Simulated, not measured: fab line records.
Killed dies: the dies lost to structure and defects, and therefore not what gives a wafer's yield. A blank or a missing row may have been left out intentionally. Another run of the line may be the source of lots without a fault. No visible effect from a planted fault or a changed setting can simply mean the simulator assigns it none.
Which tool did it?	flow gf180mcu	12 lots, 36 wafers sampled, at 5 steps of a route of 602

## WHAT THE GAUGES SHOWED, per wafer
GF_VT_IMPLANT_OVL_MEAS_07. Usual: VT_IMPLANT_OVL typically reads -0.7 nm, with standard deviation 1.8.
lot	measured	on	VT_IMPLANT_OVL (nm)	flag
L594	day 5 20:43	overlay-02	-0.3 -2.2 0.1	
L595	day 5 23:18	overlay-01	1.0 -1.2 -1.0	
L597	day 7 03:08	overlay-02	-2.3 -3.0 -2.0	
L599	day 7 05:41	overlay-02	-2.6 -3.6 -2.9	
L600	day 7 11:19	overlay-02	-0.7 -1.2 -1.5	
L601	day 7 21:41	overlay-02	-4.2 -3.9 -4.8	
L602	day 8 00:49	overlay-02	-4.5 -2.9 -3.5	
L603	day 8 04:31	overlay-01	0.9 -0.3 0.8	
L605	day 8 16:45	overlay-02	-1.3 -0.9 -1.5	
L606	day 8 20:39	overlay-02	-4.5 -3.4 -4.5	
L607	day 9 02:13	overlay-01	-0.2 -0.5 -0.3	
L615	day 11 06:07	overlay-01	0.2 1.0 1.7	

GF_DUAL_GATE_THK_MEAS_03. Usual: DUAL_GATE_OXIDATION_00_THK typically reads 10.87 nm, with standard deviation 0.19.
lot	measured	on	DUAL_GATE_OXIDATION_00_THK (nm)	flag
L594	day 7 20:34	film-metro-02	10.91 10.98 10.91	
L595	day 8 00:17	film-metro-04	10.96 10.91 10.81	
L597	day 9 05:19	film-metro-04	11.13 11.14 11.15	
L599	day 9 10:20	film-metro-01	11.19 11.17 11.31	
L600	day 9 15:43	film-metro-04	10.78 10.97 10.85	
L601	day 10 03:06	film-metro-04	10.86 10.91 10.81	
L602	day 10 06:58	film-metro-02	10.83 10.88 10.78	
L603	day 10 13:31	film-metro-04	10.93 10.91 10.72	
L605	day 11 04:17	film-metro-04	9.68 9.77 9.53	OFF
L606	day 11 12:34	film-metro-01	9.58 9.81 9.62	OFF
L607	day 11 12:34	film-metro-02	9.87 9.83 9.90	OFF
L615	day 13 15:25	film-metro-04	10.53 10.83 10.81	

GF_POLY_GATE_THK_MEAS_01. Usual: POLY_GATE_CVD_00_THK typically reads 201.0 nm, with standard deviation 2.1.
lot	measured	on	POLY_GATE_CVD_00_THK (nm)	flag
L594	day 8 16:58	film-metro-04	198.7 195.8 196.0	
L595	day 8 19:23	film-metro-03	201.0 202.4 203.0	
L597	day 10 01:59	film-metro-04	201.9 200.9 200.8	
L599	day 10 07:23	film-metro-01	198.6 199.0 201.0	
L600	day 10 13:24	film-metro-01	199.5 200.5 202.0	
L601	day 11 03:41	film-metro-03	197.4 198.1 199.0	
L602	day 11 09:43	film-metro-03	201.2 201.7 202.4	
L603	day 11 17:59	film-metro-04	196.9 198.4 198.3	
L605	day 12 07:39	film-metro-01	203.9 201.9 203.3	
L606	day 12 16:19	film-metro-03	200.8 201.2 202.8	
L607	day 12 16:19	film-metro-04	200.0 200.4 201.1	
L615	day 14 14:39	film-metro-03	203.4 201.7 202.2	

## WHAT TOOL EACH LOT RAN ON (gives the tool, then ch and the chambers of the sampled wafers, and finally the start)
lot	GF_DUAL_GATE_OXIDATION_02	GF_DUAL_GATE_STRIP_13
L594	furnace-01 ch 0, day 7 19:06	plasma-asher-02 ch 0,1, day 8 12:22
L595	furnace-02 ch 0, day 7 22:49	plasma-asher-01 ch 0,1, day 8 16:10
L597	furnace-02 ch 0, day 9 03:52	plasma-asher-03 ch 0,1, day 9 22:34
L599	furnace-01 ch 0, day 9 08:54	plasma-asher-03 ch 0,1, day 10 03:55
L600	furnace-01 ch 0, day 9 14:16	plasma-asher-03 ch 0,1, day 10 09:07
L601	furnace-02 ch 0, day 10 01:40	plasma-asher-03 ch 0,1, day 10 20:48
L602	furnace-01 ch 0, day 10 05:31	plasma-asher-01 ch 0,1, day 11 01:23
L603	furnace-01 ch 0, day 10 12:04	plasma-asher-02 ch 0,1, day 11 07:44
L605	furnace-01 ch 0, day 11 02:50	plasma-asher-02 ch 0,1, day 11 22:11
L606	furnace-01 ch 0, day 11 11:07	plasma-asher-03 ch 0, day 12 06:52
L607	furnace-01 ch 0, day 11 11:07	plasma-asher-01 ch 0,1, day 12 07:01
L615	furnace-02 ch 0, day 13 13:58	plasma-asher-02 ch 0,1, day 14 11:36
- GF_DUAL_GATE_OXIDATION_02: stabilise 600 s, purge 300 s, target thk 10.887 nm.
- GF_DUAL_GATE_STRIP_13: strips in O2/N2.

## WHAT THE TOOLS THEMSELVES READ (means of the sampled wafers that have a number; where no wafer has one, the mark that the record gives instead)
GF_DUAL_GATE_OXIDATION_02. Usual: spike-tc-bottom-C 915.2 C, standard deviation 2.7; spike-tc-centre-C 901.9 C, standard deviation 1.3; spike-tc-lower-C 901.3 C, standard deviation 1.2; spike-tc-top-C 910.9 C, standard deviation 1.4; spike-tc-upper-C 900.2 C, standard deviation 1.1; tube-center-temp-C 900.01 C, standard deviation 0.076; tube_center_temp_C_max 902.3, standard deviation 0.41; zone-power-bottom-pct 30.8 %, standard deviation 0.36; zone-power-lower-pct 20.7 %, standard deviation 2.1.
lot	tool	spike-tc-bottom-C (C)	spike-tc-centre-C (C)	spike-tc-lower-C (C)	spike-tc-top-C (C)	spike-tc-upper-C (C)	tube-center-temp-C (C)	tube_center_temp_C_max	zone-power-bottom-pct (%)	zone-power-lower-pct (%)	flag
L594	furnace-01	912.8	902.5	901.5	911.1	900.1	900.01	902.2	30.5	22.0	
L595	furnace-02	919.6	900.9	900.8	913.3	899.1	900.03	902.4	31.3	17.4	
L597	furnace-02	918.4	901.1	899.5	912.7	901.9	900.06	902.1	31.2	17.6	
L599	furnace-01	914.6	903.0	901.4	910.0	899.8	899.99	902.3	30.6	22.0	
L600	furnace-01	913.8	903.5	901.3	909.9	900.3	899.96	902.2	30.8	22.1	
L601	furnace-02	918.7	900.0	900.4	913.6	901.1	900.08	902.4	30.7	17.4	
L602	furnace-01	914.2	902.3	901.0	910.1	900.3	899.98	902.3	31.0	22.2	
L603	furnace-01	913.1	902.0	901.6	910.5	899.4	899.94	902.1	30.7	21.9	
L605	furnace-01	903.4	892.6	891.8	899.8	890.6	890.06	892.5	30.2	21.4	OFF
L606	furnace-01	904.0	891.4	891.5	900.8	889.9	890.10	892.1	30.2	21.5	OFF
L607	furnace-01	904.0	893.3	890.6	900.4	889.8	890.08	892.8	29.8	21.4	OFF
L615	furnace-02	920.1	900.5	899.8	912.4	899.9	900.06	902.1	30.9	17.6	

GF_DUAL_GATE_STRIP_13. Usual: drypump-motor-current-A 5.65 A, standard deviation 0.22; heater-power-w 347 W, standard deviation 22; oes-product-au 0.716 a.u., standard deviation 0.0048; strip-time-to-endpoint-s 12.63 s, standard deviation 0.038.
lot	tool	drypump-motor-current-A (A)	heater-power-w (W)	oes-product-au (a.u.)	strip-time-to-endpoint-s (s)	flag
L594	plasma-asher-02	5.82	332	0.716	12.62	
L595	plasma-asher-01	5.29	323	0.716	12.66	
L597	plasma-asher-03	5.62	368	0.716	12.57	
L599	plasma-asher-03	5.70	367	0.716	12.63	
L600	plasma-asher-03	5.64	375	0.717	12.61	
L601	plasma-asher-03	5.69	362	0.718	12.69	
L602	plasma-asher-01	5.31	336	0.717	12.58	
L603	plasma-asher-02	5.87	331	0.721	12.64	
L605	plasma-asher-02	5.69	332	0.717	12.61	
L606	plasma-asher-03	5.76	363	0.714	12.60	
L607	plasma-asher-01	5.28	316	0.716	12.61	
L615	plasma-asher-02	5.82	331	0.715	12.64	

## THE ANSWER, worked out from the rows above alone
Rule: lot off if the mean of its wafers having a number is beyond 3 standard deviations from the usual mean. Also off: a lot with no number at a reading for which 4 or more lots have one. All remaining lots with rows at the step are treated as sound. Order of review: gauges by route order, followed by the tools' own readings, for which a lot's mean as printed above is used. At the first step where some lot is off, the reading lying furthest off is the one used; lots without a number count as furthest.
Off: L605, L606, L607, at GF_DUAL_GATE_THK_MEAS_03 (DUAL_GATE_OXIDATION_00_THK).
If a tool, at a process step before that reading, ran all the lots that are off and no sound lot after the first of them, it fits. Not tried: the gauges at GF_DUAL_GATE_THK_MEAS_03; whatever is off there is also off at GF_DUAL_GATE_OXIDATION_02, on other tools, and gauge error can't account for it. One fits: GF_DUAL_GATE_OXIDATION_02 on furnace-01. Its last sound lot is L603 (day 10 12:04), its first lot that is off L605 (day 11 02:50): a fault that began between those two fits.
The tool's own readings at GF_DUAL_GATE_OXIDATION_02 bear it out: on the lots that are off they differ by more than 5 times the standard deviation of the sound lots' means. spike-tc-centre-C reads 892.4 C there against 901.8 C on the sound lots; spike-tc-lower-C reads 891.3 C there against 900.8 C on the sound lots; spike-tc-top-C reads 900.3 C there against 911.5 C on the sound lots; spike-tc-upper-C reads 890.1 C there against 900.2 C on the sound lots; tube-center-temp-C reads 890.08 C there against 900.01 C on the sound lots; tube_center_temp_C_max reads 892.5 there against 902.2 on the sound lots.

## WHAT HAD BEEN PUT IN BY THE SIMULATOR
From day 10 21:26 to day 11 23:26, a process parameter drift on furnace-01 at GF_DUAL_GATE_OXIDATION_02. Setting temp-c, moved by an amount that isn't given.
Lots struck among those shown: L605, L606, L607. The rule above reached the same finding.
